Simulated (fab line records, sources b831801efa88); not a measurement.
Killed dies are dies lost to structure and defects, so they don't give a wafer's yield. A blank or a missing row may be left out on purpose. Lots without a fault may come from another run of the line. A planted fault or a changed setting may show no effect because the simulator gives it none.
fab line records | flow sky130
record lots=6 wafers=18 last_day=50
route steps=708 shown FIELD_ISO@5 NWELL@32 DNWELL@35 PWDE@45 PAD_OPEN@708
lots that met no fault: from a run of the same line without faults
start_h: hours from the record's first day to the start of the lot's first wafer shown | wait_h: hours since the lot's step before | " the same as in the row above | L1.1+2: a row that stands for several wafers | - no value, or no start given | * or withheld: withheld | < > ~ a bound
route shown NAME@n: a module of which the file shows steps, and the number in the route of the first | usual: mean/standard deviation of fault-free wafers | same: alike in all rows | chamber/n: place in a boat | sites: the reading at each site | _std_site: their standard deviation | _edge_site: outer sites' mean less inner sites' | radius_mm: how far each site lies from the wafer's centre | mask NAME#n: copy n | behind: the tool/chamber that last shaped the wafer | hold: why the lot was held/for how many hours/how that ended | device: the transistor (n, p or np) that didn't switch | end of line: the same wafers' tests at the end of the route | a step without rows: its recipe alone | killed: dies lost to structure and defects at the first sort, not the wafer's yield | map: a wafer's dies, x killed, . not, _ none there
set.NAME: the setting as run; set.NAME@STEP: as run at that earlier step | model.NAME: the simulator's own value behind a step, which no gauge read
lots at some steps of the route; a table a step, a row a wafer
services: from which hour (start_h, from the record's first day; less than 0 if before it) a tool's chamber was out of use, for how many hours, and why
## steps
# step SKY_FIELD_ISO_THK_MEAS_04
# recipe reads=Si3N4_of_FIELD_ISO_CVD_03
# usual FIELD_ISO_CVD_03_THK=166.8/1.6
# columns lot.wafer tool chamber start_h wait_h FIELD_ISO_CVD_03_THK[nm]
L993.1 film_metro-02 - 45.05 0.0 164.6
L993.2 " - " " 165.7
L993.6 " - " " 164.4
L100.2 film_metro-03 - 82.39 0.0 166.2
L100.5 " - " " 164.1
L100.6 " - " " 166.3
L101.1 film_metro-02 - 85.05 0.0 166.8
L101.2 " - " " 167.7
L101.6 " - " " 167.7
L103.2 film_metro-04 - 96.12 0.0 168.9
L103.5 " - " " 170.2
L103.6 " - " " 170.3
L109.1 film_metro-04 - 124.31 0.0 166.0
L109.3 " - " " 164.9
L109.6 " - " " 165.1
L110.2 film_metro-02 - 128.49 0.0 166.2
L110.5 " - " " 165.5
L110.6 " - " " 165.3
# step SKY_FIELD_ISO_DEHYDRATE_05
# recipe temp_c=200 time_s=60
# step SKY_FIELD_ISO_HMDS_06
# recipe prime_time_s=60 prime_temp_c=120
# step SKY_FIELD_ISO_COAT_07
# recipe resist=BARC temp_c=withheld time_s=withheld spin_rpm=3000 resist_thk_nm=60
# step SKY_FIELD_ISO_COAT_08
# recipe resist=KrF-thick spin_rpm=3000 resist_thk_nm=450
# step SKY_FIELD_ISO_SOFTBAKE_09
# recipe temp_c=100 time_s=90 resist=KrF-thick
# step SKY_FIELD_ISO_EXPOSE_10
# recipe mask_id=FOM na=0.68 source_shape=annular sigma_inner=0.4 sigma_outer=0.8 target_cd_nm=150 dose_mj=28
# step SKY_FIELD_ISO_PEB_11
# recipe peb_temp_c=withheld peb_time_s=withheld resist=KrF-thick
# step SKY_FIELD_ISO_DEVELOP_12
# recipe develop_time_s=60 resist=KrF-thick dev_temp_c=21
# step SKY_FIELD_ISO_CD_MEAS_13
# recipe target_cd_nm=150
# usual cd_nm=149.9/1.6
# columns lot.wafer tool chamber start_h wait_h cd_nm
L993.1 cd_sem-01 - 61.21 - 151.7
L993.2 " - " " 151.8
L993.6 " - " " 151.3
L100.2 cd_sem-01 - 99.04 - 148.6
L100.5 " - " " 148.3
L100.6 " - " " 148.2
L101.1 cd_sem-02 - 102.11 - 151.7
L101.2 " - " " 152.1
L101.6 " - " " 151.0
L103.2 cd_sem-02 - 112.78 - 148.7
L103.5 " - " " 148.4
L103.6 " - " " 149.9
L109.1 cd_sem-02 - 144.02 - 149.9
L109.3 " - " " 150.7
L109.6 " - " " 149.9
L110.2 cd_sem-01 - 148.06 - 149.8
L110.5 " - " " 150.8
L110.6 " - " " 150.6
# step SKY_FIELD_ISO_ETCH_14
# recipe chemistry=N2/H2 target=BARC ion_energy_ev=200 source_w=500 bias_w=100 pressure_mtorr=30 n2_flow_sccm=100 h2_flow_sccm=200 stop_on=SiO2 time_s=45.9 target_depth_a=600
# usual drypump_motor_current_A=5.8/0.3 oes_product_au=0.855/0.0051 throttle_valve_pct=13.225/0.0083
# same time_s=45.9
# columns lot.wafer tool chamber start_h wait_h drypump_motor_current_A oes_product_au rf_hours_counter_h throttle_valve_pct
L993.1 rie_diel-03 1 61.33 0.1 5.4 0.856 119 13.227
L993.2 " 2 " " 5.6 0.857 147 13.216
L993.6 " 3 " " 6.4 0.861 - 13.218
L100.2 rie_diel-03 0 99.14 0.1 5.9 0.864 140 13.229
L100.5 " 0 " " 5.9 0.855 - 13.230
L100.6 " 2 " " 5.6 0.872 - 13.225
L101.1 rie_diel-04 2 102.23 0.1 5.8 0.857 150 13.226
L101.2 " 0 " " 5.7 0.852 95 13.218
L101.6 " 2 " " 5.8 0.853 - 13.224
L103.2 rie_diel-04 1 112.88 0.1 5.5 0.859 1 13.232
L103.5 " 0 " " 5.7 0.862 - 13.239
L103.6 " 1 " " 5.5 0.859 - 13.219
L109.1 rie_diel-04 1 144.14 0.1 5.5 0.854 2 13.231
L109.3 " 2 " " 5.8 0.853 151 13.236
L109.6 " 1 " " 5.5 0.850 - 13.234
L110.2 rie_diel-04 2 148.16 0.1 5.8 0.854 151 13.230
L110.5 " 0 " " 5.7 0.866 - 13.224
L110.6 " 1 " " 5.5 0.855 - 13.237
# step SKY_FIELD_ISO_ETCH_15
# recipe chemistry=CHF3/O2 target_depth_nm=180 stop_on=Si source_w=600 bias_w=200 pressure_mtorr=40 chf3_flow_sccm=50 O2_flow_sccm=5 time_s=72
# usual drypump_motor_current_A=5.79/0.3 oes_product_au=0.951/0.0068 throttle_valve_pct=8.844/0.01
# same time_s=72
# columns lot.wafer tool chamber start_h wait_h drypump_motor_current_A oes_product_au rf_hours_counter_h throttle_valve_pct
L993.1 rie_diel-03 1 61.37 0.0 5.40 0.948 119 8.837
L993.2 " 2 " " 5.58 0.946 147 8.831
L993.6 " 3 " " 6.36 0.940 - 8.843
L100.2 rie_diel-03 0 99.18 0.0 5.89 0.950 140 8.839
L100.5 " 0 " " 5.90 0.940 - 8.862
L100.6 " 2 " " 5.55 0.950 - 8.835
L101.1 rie_diel-04 2 102.27 0.0 5.81 0.954 150 8.844
L101.2 " 0 " " 5.66 0.953 95 8.853
L101.6 " 2 " " 5.79 0.942 - 8.848
L103.2 rie_diel-04 1 112.92 0.0 5.52 0.952 1 8.847
L103.5 " 0 " " 5.69 0.961 - 8.840
L103.6 " 1 " " 5.49 0.959 - 8.854
L109.1 rie_diel-04 1 144.18 0.0 5.49 0.956 2 8.846
L109.3 " 2 " " 5.78 0.947 151 8.829
L109.6 " 1 " " 5.49 0.944 - 8.832
L110.2 rie_diel-04 2 148.20 0.0 5.85 0.957 151 8.842
L110.5 " 0 " " 5.69 0.945 - 8.858
L110.6 " 1 " " 5.51 0.939 - 8.841
# step SKY_FIELD_ISO_STRIP_16
# recipe chemistry=O2/N2 power_w=1400 pressure_mtorr=1500 platen_temp_c=withheld o2_flow_sccm=3000 n2_flow_sccm=300 overash_fraction=0.5
# usual drypump_motor_current_A=5.9/0.32 oes_product_au=0.378/0.0044 strip_time_to_endpoint_s=3.55/0.035
# columns lot.wafer tool chamber start_h wait_h drypump_motor_current_A oes_product_au rf_hours_counter_h strip_time_to_endpoint_s
L993.1 plasma_asher-04 1 61.43 0.0 6.2 0.386 38 3.56
L993.2 " 0 " " 6.1 0.382 38 3.58
L993.6 " 0 " " 6.0 0.381 - 3.52
L100.2 plasma_asher-04 1 99.24 0.0 6.1 0.374 42 3.55
L100.5 " 0 " " 6.0 0.374 - 3.53
L100.6 " 1 " " 6.2 0.377 - 3.56
L101.1 plasma_asher-04 1 102.33 0.0 6.2 0.377 42 3.51
L101.2 " 0 " " 6.0 0.380 42 3.57
L101.6 " 1 " " 6.1 0.375 - 3.49
L103.2 plasma_asher-03 0 112.98 0.0 5.4 0.381 42 3.59
L103.5 " 1 " " 6.2 0.375 - 3.58
L103.6 " 0 " " 5.4 0.384 - 3.56
L109.1 plasma_asher-02 1 144.24 0.0 6.2 0.380 32 3.55
L109.3 " 0 " " 5.5 0.373 - 3.47
L109.6 " 0 " " 5.5 0.379 - 3.56
L110.2 plasma_asher-03 1 148.26 0.0 6.1 0.379 46 3.51
L110.5 " 0 " " 5.4 0.372 - 3.59
L110.6 " 1 " " 6.1 0.375 - 3.62
# step SKY_FIELD_ISO_ETCH_17
# recipe target_depth_a=3420 mask_material=Si3N4 chemistry=HBr/Cl2/O2 target=Si taper_deg=5 icp_w=600 bias_w=150 pressure_mtorr=15 HBr_flow_sccm=150 Cl2_flow_sccm=40 O2_flow_sccm=6 time_s=97.7
# usual drypump_motor_current_A=5.5/0.5 he_backside_leak_sccm=2.72/0.24 oes_product_au=0.999/0.0091 throttle_valve_pct=25.658/0.01
# same time_s=97.7
# columns lot.wafer tool chamber start_h wait_h drypump_motor_current_A he_backside_leak_sccm oes_product_au rf_hours_counter_h throttle_valve_pct
L993.1 rie_si-01 2 61.53 0.1 5.7 2.62 1.006 81 25.657
L993.2 " 0 " " 5.0 3.07 0.990 152 25.655
L993.6 " 1 " " 4.8 2.48 0.993 - 25.651
L100.2 rie_si-02 2 99.34 0.1 4.8 2.81 0.998 2 25.667
L100.5 " 3 " " 5.3 2.73 1.019 - 25.648
L100.6 " 2 " " 4.9 2.60 0.992 - 25.666
L101.1 rie_si-01 1 102.43 0.1 4.8 2.81 0.999 8 25.665
L101.2 " 3 " " 6.2 2.49 0.988 2 25.659
L101.6 " 3 " " 6.2 2.37 0.987 - 25.655
L103.2 rie_si-02 3 113.08 0.1 5.4 2.64 1.004 101 25.639
L103.5 " 1 " " 6.0 3.03 0.997 - 25.662
L103.6 " 2 " " 4.9 3.01 1.002 - 25.655
L109.1 rie_si-02 1 144.34 0.1 6.0 3.04 0.998 105 25.657
L109.3 " 2 " " 4.8 3.02 1.007 3 25.654
L109.6 " 2 " " 4.9 2.70 1.009 - 25.654
L110.2 rie_si-01 1 148.36 0.1 4.8 2.79 1.002 9 25.654
L110.5 " 0 " " 5.0 3.07 0.992 - 25.675
L110.6 " 2 " " 5.7 2.49 1.001 - 25.659
# step SKY_FIELD_ISO_WET_ETCH_18
# recipe chemistry=H3PO4 target_depth_nm=25 temp_c=160 target=Si3N4 time_s=286
# step SKY_FIELD_ISO_CLEAN_19
# recipe chemistry=SC1/SC2 mix=1:4:20 temp_c=70 time_s=150
# step SKY_FIELD_ISO_CLEAN_20
# recipe chemistry=dHF time_s=20 dilution=100:1
# step SKY_FIELD_ISO_WET_ETCH_21
# recipe chemistry=dHF dilution=100:1 target_depth_nm=20 dry=ipa_marangoni target=SiO2 temp_c=25 time_s=400
# step SKY_FIELD_ISO_OXIDATION_22
# recipe temp_c=950 ambient=O2 stabilise_s=600 purge_s=300 target_thk_a=100 ox_time_s=623
# step SKY_FIELD_ISO_THK_MEAS_23
# recipe reads=SiO2_of_FIELD_ISO_OXIDATION_22
# usual FIELD_ISO_OXIDATION_01_THK=10.10/0.25
# columns lot.wafer tool chamber start_h wait_h FIELD_ISO_OXIDATION_01_THK[nm]
L993.1 film_metro-04 - 64.42 0.0 9.85
L993.2 " - " " 9.83
L993.6 " - " " 9.84
L100.2 film_metro-03 - 101.96 0.0 10.01
L100.5 " - " " 9.88
L100.6 " - " " 9.87
L101.1 film_metro-04 - 104.52 0.0 9.98
L101.2 " - " " 10.07
L101.6 " - " " 10.07
L103.2 film_metro-03 - 115.49 0.0 10.08
L103.5 " - " " 9.73
L103.6 " - " " 9.94
L109.1 film_metro-03 - 145.86 0.0 10.39
L109.3 " - " " 10.30
L109.6 " - " " 10.41
L110.2 film_metro-04 - 150.08 0.0 10.07
L110.5 " - " " 10.05
L110.6 " - " " 10.12
# step SKY_FIELD_ISO_CVD_24
# recipe material=SiO2 target_thk_nm=595 temp_c=650 sigma_open_frac=0.3 time_s=99.2 sih4_flow_sccm=60 pressure_mtorr=6
# step SKY_FIELD_ISO_THK_MEAS_25
# recipe reads=SiO2_of_FIELD_ISO_CVD_24
# usual FIELD_ISO_CVD_24_THK=594/6.2
# columns lot.wafer tool chamber start_h wait_h FIELD_ISO_CVD_24_THK[nm]
L993.1 film_metro-02 - 64.58 0.1 591
L993.2 " - " " 592
L993.6 " - " " 595
L100.2 film_metro-03 - 102.13 0.1 590
L100.5 " - " " 585
L100.6 " - " " 586
L101.1 film_metro-03 - 104.68 0.1 608
L101.2 " - " " 592
L101.6 " - " " 599
L103.2 film_metro-04 - 115.65 0.1 591
L103.5 " - " " 591
L103.6 " - " " 595
L109.1 film_metro-04 - 145.99 0.0 608
L109.3 " - " " 603
L109.6 " - " " 602
L110.2 film_metro-02 - 150.21 0.0 606
L110.5 " - " " 610
L110.6 " - " " 599
# step SKY_FIELD_ISO_ANNEAL_26
# recipe temp_c=1000 time_s=1800 ambient=N2
# step SKY_FIELD_ISO_CMP_27
# recipe stop_on=Si3N4 t_overpolish_s=16 down_force_psi=4 platen_rpm=60 target_thk_nm=457.8 pad_velocity_m_s=0.94248
# usual motor_current_A=12.1/1 overpolish_run_s=15.999/0.0097 slurry_filter_dp_kPa=13.51/0.13 time_to_endpoint_s=113/4.3
# columns lot.wafer tool chamber start_h wait_h motor_current_A overpolish_run_s slurry_filter_dp_kPa time_to_endpoint_s
L993.2 cmp-02 0 66.19 0.1 13.4 16.001 13.37 113
L993.1 " 1 " " 10.2 15.998 13.54 118
L993.6 " 0 " " 14.0 15.978 13.72 109
L100.2 cmp-01 0 104.86 0.1 10.9 15.997 13.52 112
L100.5 " 1 " " 13.0 15.994 13.49 108
L100.6 " 2 " " 12.2 15.988 13.43 104
L101.2 cmp-01 1 106.24 0.0 13.7 15.988 13.30 110
L101.1 " 2 " " 12.6 16.000 13.32 112
L101.6 " 1 " " 12.8 16.000 13.78 111
L103.2 cmp-02 0 118.13 0.0 14.3 15.998 13.54 111
L103.6 " 0 " " 13.4 16.007 13.54 110
L103.5 " 1 " " 9.8 16.013 13.48 117
L109.3 cmp-01 2 147.55 0.0 12.7 15.989 13.54 111
L109.1 " 1 " " 12.4 15.996 13.63 110
L109.6 " 3 " " 12.0 16.007 13.35 113
L110.2 cmp-02 0 154.60 0.1 13.3 15.990 13.46 110
L110.6 " 1 " " 10.1 15.995 13.29 117
L110.5 " 2 " " 11.5 15.996 13.69 118
# step SKY_FIELD_ISO_WET_ETCH_28
# recipe chemistry=dHF target_depth_nm=23.7 target=SiO2 dilution=10:1 temp_c=25 time_s=47
# step SKY_FIELD_ISO_WET_ETCH_29
# recipe chemistry=H3PO4 target_depth_nm=160 target=Si3N4 temp_c=160 time_s=1825
# step SKY_FIELD_ISO_WET_ETCH_30
# recipe chemistry=dHF target_depth_nm=25 target=SiO2 dilution=10:1 temp_c=25 time_s=50
# step SKY_NWELL_CLEAN_00
# recipe chemistry=SC1/SC2 mix=1:4:20 temp_c=70 time_s=150 dry=n2_spin
# step SKY_NWELL_OXIDATION_01
# recipe temp_c=900 ambient=O2 stabilise_s=600 purge_s=300 target_thk_a=100 ox_time_s=1418
# step SKY_NWELL_THK_MEAS_02
# recipe reads=SiO2_of_NWELL_OXIDATION_01
# usual NWELL_OXIDATION_THK=9.95/0.19
# columns lot.wafer tool chamber start_h wait_h NWELL_OXIDATION_THK[nm]
L993.1 film_metro-01 - 70.24 0.0 9.98
L993.2 " - " " 9.99
L993.6 " - " " 9.92
L100.2 film_metro-01 - 107.65 0.0 9.89
L100.5 " - " " 9.85
L100.6 " - " " 9.67
L101.1 film_metro-01 - 110.02 0.0 9.95
L101.2 " - " " 10.09
L101.6 " - " " 10.09
L103.2 film_metro-01 - 120.97 0.0 9.90
L103.5 " - " " 9.99
L103.6 " - " " 9.96
L109.1 film_metro-01 - 149.90 0.0 9.73
L109.3 " - " " 9.81
L109.6 " - " " 9.69
L110.2 film_metro-01 - 162.87 0.0 9.82
L110.5 " - " " 9.86
L110.6 " - " " 9.75
# step SKY_DNWELL_DEHYDRATE_00
# recipe temp_c=200 time_s=60
# step SKY_DNWELL_HMDS_01
# recipe prime_time_s=60 prime_temp_c=120
# step SKY_DNWELL_COAT_02
# recipe spin_rpm=2000 resist_thk_nm=3000
# step SKY_DNWELL_SOFTBAKE_03
# recipe temp_c=110 time_s=withheld
# step SKY_DNWELL_EXPOSE_04
# recipe mask_id=DNM na=0.57 target_cd_nm=3000 dose_mj=222
# step SKY_DNWELL_PEB_05
# recipe temp_c=115 time_s=withheld
# step SKY_DNWELL_DEVELOP_06
# recipe wall_angle_deg=90 developer=TMAH develop_time_s=60 dev_temp_c=23
# step SKY_DNWELL_IMPLANT_07
# recipe species=P energy_kev=withheld dose_cm2=withheld tilt_deg=withheld
# step SKY_DNWELL_STRIP_08
# recipe chemistry=O2/N2 power_w=1400 pressure_mtorr=1500 platen_temp_c=withheld o2_flow_sccm=3000 n2_flow_sccm=300 overash_fraction=0.5
# usual drypump_motor_current_A=5.8/0.41 oes_product_au=0.723/0.0048 strip_time_to_endpoint_s=36.92/0.093
# columns lot.wafer tool chamber start_h wait_h drypump_motor_current_A oes_product_au rf_hours_counter_h strip_time_to_endpoint_s
L993.1 plasma_asher-03 0 86.86 0.1 5.4 0.711 40 37.03
L993.2 " 1 " " 6.2 0.714 40 36.85
L993.6 " 0 " " 5.4 0.724 - 37.03
L100.2 plasma_asher-03 1 126.06 0.1 6.2 0.726 44 36.92
L100.5 " 1 " " 6.1 0.720 - 36.98
L100.6 " 0 " " 5.4 0.729 - 36.87
L101.1 plasma_asher-03 1 128.86 0.1 6.1 0.726 44 37.04
L101.2 " 0 " " 5.4 0.728 44 37.02
L101.6 " 1 " " 6.2 0.721 - 36.97
L103.2 plasma_asher-01 0 139.66 0.1 6.1 0.721 2 37.01
L103.5 " 1 " " 5.1 0.723 - 36.96
L103.6 " 0 " " 6.2 0.721 - 37.06
L109.1 plasma_asher-03 0 170.06 0.1 5.4 0.725 48 36.91
L109.3 " 0 " " 5.4 0.726 - 36.89
L109.6 " 1 " " 6.2 0.720 - 36.82
L110.2 plasma_asher-02 1 183.21 0.1 6.3 0.717 35 36.98
L110.5 " 1 " " 6.2 0.715 - 36.87
L110.6 " 0 " " 5.6 0.723 - 36.98
# step SKY_DNWELL_TW_MEAS_09
# usual DNWELL_TW=1120/15
# columns lot.wafer tool chamber start_h wait_h DNWELL_TW
L993.1 film_metro-01 - 86.96 0.1 1095
L993.2 " - " " 1101
L993.6 " - " " 1098
L100.2 film_metro-02 - 126.17 0.1 1114
L100.5 " - " " 1127
L100.6 " - " " 1123
L101.1 film_metro-03 - 128.96 0.1 1134
L101.2 " - " " 1135
L101.6 " - " " 1133
L103.2 film_metro-03 - 139.77 0.1 1121
L103.5 " - " " 1130
L103.6 " - " " 1128
L109.1 film_metro-03 - 170.16 0.1 1135
L109.3 " - " " 1142
L109.6 " - " " 1137
L110.2 film_metro-03 - 183.32 0.1 1122
L110.5 " - " " 1124
L110.6 " - " " 1123
# step SKY_PWDE_DEHYDRATE_00
# recipe temp_c=200 time_s=60
# step SKY_PWDE_HMDS_01
# recipe prime_time_s=60 prime_temp_c=120
# step SKY_PAD_OPEN_PROBE_99
# usual killed_at_M0_to_M3=43/6.5 killed_at_M4_up=3/1.7 killed_at_contacts=25/5.1 killed_at_front_end=15/3.8 killed_at_other=0.2/0.45 killed_dies=86/8.8 killed_on_rim=17/4 killed_open=47/6.7 killed_short=39/6
# same gross_dies=492 killed_at_back_side=0
# columns lot.wafer tool chamber start_h wait_h killed_at_M0_to_M3 killed_at_M4_up killed_at_contacts killed_at_front_end killed_at_other killed_dies killed_on_rim killed_open killed_short
L993.1 prober-02 - 1118.37 0.1 42 3 30 8 0 83 19 43 40
L993.2 prober-02 - 1118.42 0.1 45 3 17 11 0 76 11 35 41
L993.6 prober-02 - 1118.62 0.2 53 6 26 12 0 97 22 54 43
L100.2 prober-02 - 1159.72 0.1 42 3 24 21 0 90 14 51 39
L100.5 prober-02 - 1159.87 0.2 37 1 28 68 0 134 21 57 23
L100.6 prober-02 - 1159.92 0.2 41 8 20 18 0 87 18 48 39
L101.1 prober-02 - 1161.17 0.1 47 3 29 11 0 90 21 44 46
L101.2 prober-02 - 1161.22 0.1 46 2 26 74 0 148 28 51 37
L101.6 prober-02 - 1161.42 0.2 54 3 21 13 0 91 18 50 41
L103.2 prober-02 - 1169.74 0.1 49 4 31 16 0 100 22 45 55
L103.5 prober-02 - 1169.89 0.2 42 3 30 17 0 92 15 49 43
L103.6 prober-02 - 1169.94 0.2 42 7 23 15 0 87 15 44 43
L109.1 prober-02 - 1197.96 0.1 46 2 28 18 1 95 22 55 40
L109.3 prober-02 - 1198.06 0.2 33 2 29 12 0 76 10 35 41
L109.6 prober-02 - 1198.21 0.2 38 3 16 13 0 70 11 41 29
L110.2 prober-01 - 1208.27 0.1 30 4 26 15 0 75 16 40 35
L110.5 prober-01 - 1208.42 0.2 37 1 20 15 1 74 10 44 30
L110.6 prober-01 - 1208.47 0.2 43 0 27 12 0 82 10 50 32
# killed by level:class
L993.1 METAL2:geometric_particle:short=10 LI_CONTACT:geometric_particle:open=9 CONTACT:geometric_particle:open=9 CONTACT:geometric_particle:short=6 VIA1:geometric_particle:open=6 METAL1:geometric_particle:short=6 VIA2:geometric_particle:open=5 LOCAL_INTERCONNECT:geometric_particle:short=4
L993.2 METAL2:geometric_particle:short=11 VIA1:geometric_particle:open=9 VIA1:geometric_particle:short=7 LI_CONTACT:geometric_particle:open=6 CONTACT:geometric_particle:short=6 POLY_GATE:geometric_particle:short=4 CONTACT:geometric_particle:open=4 VIA3:geometric_particle:short=4
L993.6 VIA1:geometric_particle:open=14 CONTACT:geometric_particle:open=13 METAL2:geometric_particle:short=9 VIA2:geometric_particle:open=8 VIA2:geometric_particle:short=6 METAL4:geometric_particle:short=5 VIA1:geometric_particle:short=5 FIELD_ISO:geometric_particle:open=4
L100.2 VIA1:geometric_particle:open=14 FIELD_ISO:geometric_particle:short=7 LI_CONTACT:geometric_particle:open=7 CONTACT:geometric_particle:open=7 LOCAL_INTERCONNECT:geometric_particle:short=6 VIA2:geometric_particle:open=6 VIA3:geometric_particle:open=5 SPACER:geometric_particle:open=4
L100.5 FIELD_ISO:unspecified=54 CONTACT:geometric_particle:open=16 VIA3:geometric_particle:open=7 VIA2:geometric_particle:open=7 FIELD_ISO:geometric_particle:open=6 LI_CONTACT:geometric_particle:open=6 VIA1:geometric_particle:open=5 POLY_GATE:geometric_particle:open=4
L100.6 FIELD_ISO:geometric_particle:open=8 LI_CONTACT:geometric_particle:open=8 METAL2:geometric_particle:short=8 VIA2:geometric_particle:open=8 FIELD_ISO:geometric_particle:short=5 CONTACT:geometric_particle:open=5 VIA3:geometric_particle:open=5 VIA1:geometric_particle:open=4
L101.1 VIA1:geometric_particle:open=9 METAL2:geometric_particle:short=9 LI_CONTACT:geometric_particle:open=8 CONTACT:geometric_particle:open=7 VIA3:geometric_particle:open=5 METAL1:geometric_particle:short=5 VIA1:geometric_particle:short=5 VIA3:geometric_particle:short=5
L101.2 FIELD_ISO:unspecified=60 VIA1:geometric_particle:open=11 LI_CONTACT:geometric_particle:open=8 VIA2:geometric_particle:open=8 CONTACT:geometric_particle:open=7 METAL2:geometric_particle:short=7 CONTACT:geometric_particle:short=6 VIA3:geometric_particle:open=4
L101.6 VIA1:geometric_particle:open=14 VIA3:geometric_particle:open=8 LI_CONTACT:geometric_particle:open=7 CONTACT:geometric_particle:open=7 VIA1:geometric_particle:short=6 VIA2:geometric_particle:short=6 METAL1:geometric_particle:short=5 METAL2:geometric_particle:short=5
L103.2 CONTACT:geometric_particle:open=9 METAL2:geometric_particle:short=9 LOCAL_INTERCONNECT:geometric_particle:short=8 VIA1:geometric_particle:open=8 VIA2:geometric_particle:short=7 VIA2:geometric_particle:open=6 FIELD_ISO:geometric_particle:short=5 LI_CONTACT:geometric_particle:open=5
L103.5 VIA1:geometric_particle:open=9 CONTACT:geometric_particle:open=8 FIELD_ISO:geometric_particle:open=7 LI_CONTACT:geometric_particle:open=7 VIA3:geometric_particle:open=7 CONTACT:geometric_particle:short=6 METAL2:geometric_particle:short=6 LOCAL_INTERCONNECT:geometric_particle:short=5
L103.6 CONTACT:geometric_particle:open=9 VIA1:geometric_particle:open=9 VIA3:geometric_particle:open=7 LI_CONTACT:geometric_particle:short=5 METAL2:geometric_particle:short=5 METAL3:geometric_particle:short=5 METAL4:geometric_particle:short=5 POLY_GATE:geometric_particle:short=4
L109.1 VIA3:geometric_particle:open=11 LI_CONTACT:geometric_particle:open=9 VIA1:geometric_particle:open=9 CONTACT:geometric_particle:open=8 METAL1:geometric_particle:short=6 POLY_GATE:geometric_particle:open=5 POLY_GATE:geometric_particle:short=5 METAL2:geometric_particle:short=5
L109.3 LI_CONTACT:geometric_particle:open=8 CONTACT:geometric_particle:short=7 METAL2:geometric_particle:short=7 VIA1:geometric_particle:open=6 CONTACT:geometric_particle:open=6 VIA2:geometric_particle:open=5 LOCAL_INTERCONNECT:geometric_particle:short=4 SPACER:geometric_particle:short=4
L109.6 VIA1:geometric_particle:open=8 CONTACT:geometric_particle:open=7 VIA3:geometric_particle:open=7 METAL2:geometric_particle:short=6 LI_CONTACT:geometric_particle:open=5 VIA3:geometric_particle:short=5 VIA2:geometric_particle:open=5 FIELD_ISO:geometric_particle:short=4
L110.2 CONTACT:geometric_particle:open=11 VIA3:geometric_particle:open=6 VIA1:geometric_particle:short=5 FIELD_ISO:geometric_particle:open=4 LOCAL_INTERCONNECT:geometric_particle:short=4 CONTACT:geometric_particle:short=4 VIA1:geometric_particle:open=4 VIA2:geometric_particle:open=4
L110.5 VIA1:geometric_particle:open=11 CONTACT:geometric_particle:open=9 POLY_GATE:geometric_particle:open=8 VIA3:geometric_particle:open=6 CONTACT:geometric_particle:short=5 METAL3:geometric_particle:short=5 METAL2:geometric_particle:short=4 FIELD_ISO:geometric_particle:short=3
L110.6 VIA1:geometric_particle:open=10 VIA3:geometric_particle:open=8 LI_CONTACT:geometric_particle:open=7 CONTACT:geometric_particle:open=6 VIA2:geometric_particle:open=6 FIELD_ISO:geometric_particle:short=5 FIELD_ISO:geometric_particle:open=5 LI_CONTACT:geometric_particle:short=5
# map L100.5 (x killed, . not)
__________.........._________
________.x.........x.._______
______....x.x.x.....x..._____
_____.........x...x.x.x..____
____...x..xx...xx.........___
___......x...x..x.....x..x.__
__xx.x........x......x.x...._
_xxxxxx......................
_xxxxxxxx.x.................x
_xxxxxxxx..x.x.....xx........
_xxxxxxxx...x.x.....xx.x....x
_xxxxxxxxxx....xx...x...xx..x
_xxxxxx.x...............x....
_xx.xxxxx..x.x...xxx......xxx
_.x....x............x.x......
__..xx..x...x.xxxxx........._
___x........x.......x......__
____...........x.......x..___
_____....x....x..........____
______.x.xx............._____
________....x...x.x..._______
__________.....x...._________
# map L101.2 (x killed, . not)
__________...xx....._________
________....xx.....x.x_______
______.x..xx.x......x..._____
_____..........x.x.x.....____
____..x...x....x...x......___
___x.....x.x....x..........__
__xx.xx....x...x....xx..x..._
_xxxxxx.xxx.x....xx.x.....x..
_xxxxxxxx....x..x...xxx..x..x
_xxxxxxxxx.....x...x....x...x
_xxxxxxxx.xx....xx......x.x..
_xxxxxxx..x..................
_xxxxxxxx.......x.........xxx
_xxxxxxx......x..............
_x.x..x.....x.x....xx........
__.x....x.xx.x....x.x..x...._
___...x.........x..xx..xx.x__
____................x.x...___
_____..x.....x.........x.____
______.x......x........._____
________.............x_______
__________x..x....x._________
## services
# columns tool chamber start_h hours kind
rie_diel-03 0 37.99 3.3 repair
cmp-02 - 38.78 5.0 pm
rie_si-01 3 39.42 2.2 repair
rie_si-02 2 41.24 5.9 repair
rie_diel-03 2 48.77 2.3 repair
cmp-02 - 50.87 6.2 repair
cmp-01 - 64.00 4.0 pm
rie_diel-03 3 87.04 3.5 repair
rie_diel-04 - 87.86 2.8 pm
rie_si-02 3 90.81 1.1 repair
cmp-02 - 94.16 14.1 pm
rie_diel-03 3 94.69 11.5 repair
rie_diel-04 3 102.89 14.0 repair
rie_diel-03 2 103.62 49.9 repair
rie_si-02 1 108.50 3.2 repair
rie_diel-03 - 121.66 0.4 repair
cmp-02 - 128.01 0.6 repair
cmp-02 - 129.63 1.8 repair
rie_diel-03 1 133.17 6.8 repair
rie_si-01 3 136.68 28.0 repair
cmp-02 - 154.93 3.0 repair
plasma_asher-04 - 158.32 2.1 repair
cmp-01 - 163.21 2.9 repair
cmp-01 - 173.75 2.2 repair
## key
first_sign step=SKY_PAD_OPEN_PROBE_99 reading=killed_at_front_end direction=up sigmas=15 usual=15 struck=71
effect step=SKY_PAD_OPEN_PROBE_99 reading=killed_dies direction=up sigmas=6.2 usual=86 struck=141
met_at SKY_FIELD_ISO_STRIP_16
struck_wafers L100.5,L101.2
tester_left_out L100,L101
onset_between 61.43 99.24
fault kind=chamber_particle_source tool=plasma_asher-04 chamber=0 onset_h=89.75 steps=SKY_FIELD_ISO_STRIP_16 rate_per_visit_cm2=1.9774 end_h=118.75
# tester_left_out: of these lots the tester's yield and bins aren't shown, on N5 and GAA mostly nor the transistor test; their killed dies are dies lost to structure and defects alone, not to doping, threshold or leakage, so they don't give the yield
